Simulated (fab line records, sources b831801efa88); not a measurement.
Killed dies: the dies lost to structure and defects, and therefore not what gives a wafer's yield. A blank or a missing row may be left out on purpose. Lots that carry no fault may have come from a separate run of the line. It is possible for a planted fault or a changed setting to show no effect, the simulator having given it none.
Matching of chambers :: flow sky130 :: 3 sister chambers for SKY_PASSIVATION_CVD_00 on pecvd-03
The step deposits SiO2, target thk 90 nm. 14 wafers are shown with their chamber, then 7 later ones without.

WAFERS PAIRED WITH THEIR CHAMBERS
wafer: L733.1
chamber: 2
heater-power-w (W): 599

wafer: L733.2
chamber: 0
heater-power-w (W): 655

wafer: L733.4
chamber: 0
heater-power-w (W): 652

wafer: L735.1
chamber: 0
heater-power-w (W): 648

wafer: L735.4
chamber: 2
heater-power-w (W): 607

wafer: L735.6
chamber: 1
heater-power-w (W): 657

wafer: L740.1
chamber: 2
heater-power-w (W): 580

wafer: L740.2
chamber: 1
heater-power-w (W): 553

wafer: L740.6
chamber: 2
heater-power-w (W): 585

wafer: L741.2
chamber: 0
heater-power-w (W): 665

wafer: L741.3
chamber: 1
heater-power-w (W): 655

wafer: L741.5
chamber: 2
heater-power-w (W): 609

wafer: L743.1
chamber: 1
heater-power-w (W): 643

wafer: L743.3
chamber: 0
heater-power-w (W): 662

SIGNATURES, as means of the wafers listed above
reading: heater-power-w
chamber 0: 656.40
chamber 1: 627.00
chamber 2: 596.00
scatter within a chamber: 27.5
Rule: distance of a wafer from a chamber = root of the sum over the readings of ((wafer's reading minus chamber's mean) / reading's scatter) squared. If the next closest chamber is less than 2 further off than the closest, the wafer can't be placed; otherwise it belongs to the closest. The scatter: the root of (the sum of the squares of (reading less its chamber's mean) over the shown wafers, divided by (wafers less chambers)).

WAFERS WITH NO CHAMBER GIVEN
wafer: L743.5
heater-power-w (W): 638

wafer: L745.3
heater-power-w (W): 646

wafer: L745.4
heater-power-w (W): 654

wafer: L745.6
heater-power-w (W): 764

wafer: L747.2
heater-power-w (W): 636

wafer: L747.3
heater-power-w (W): 541

wafer: L747.5
heater-power-w (W): 642

CHAMBER TAKEN BY EACH
wafer: L743.5
from the rows above: can't be placed: 1 or 0 or 2
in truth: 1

wafer: L745.3
from the rows above: can't be placed: 0 or 1 or 2
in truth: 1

wafer: L745.4
from the rows above: can't be placed: 0 or 1
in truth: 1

wafer: L745.6
from the rows above: can't be placed: 0 or 1
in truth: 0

wafer: L747.2
from the rows above: can't be placed: 1 or 0 or 2
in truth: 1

wafer: L747.3
from the rows above: can't be placed: 2 or 1
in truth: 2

wafer: L747.5
from the rows above: can't be placed: 0 or 1 or 2
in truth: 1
Placed correctly: 0 of 7. From these rows, 7 cannot be placed; in 7 the true chamber is one of the candidates. Number placed wrongly: 0.
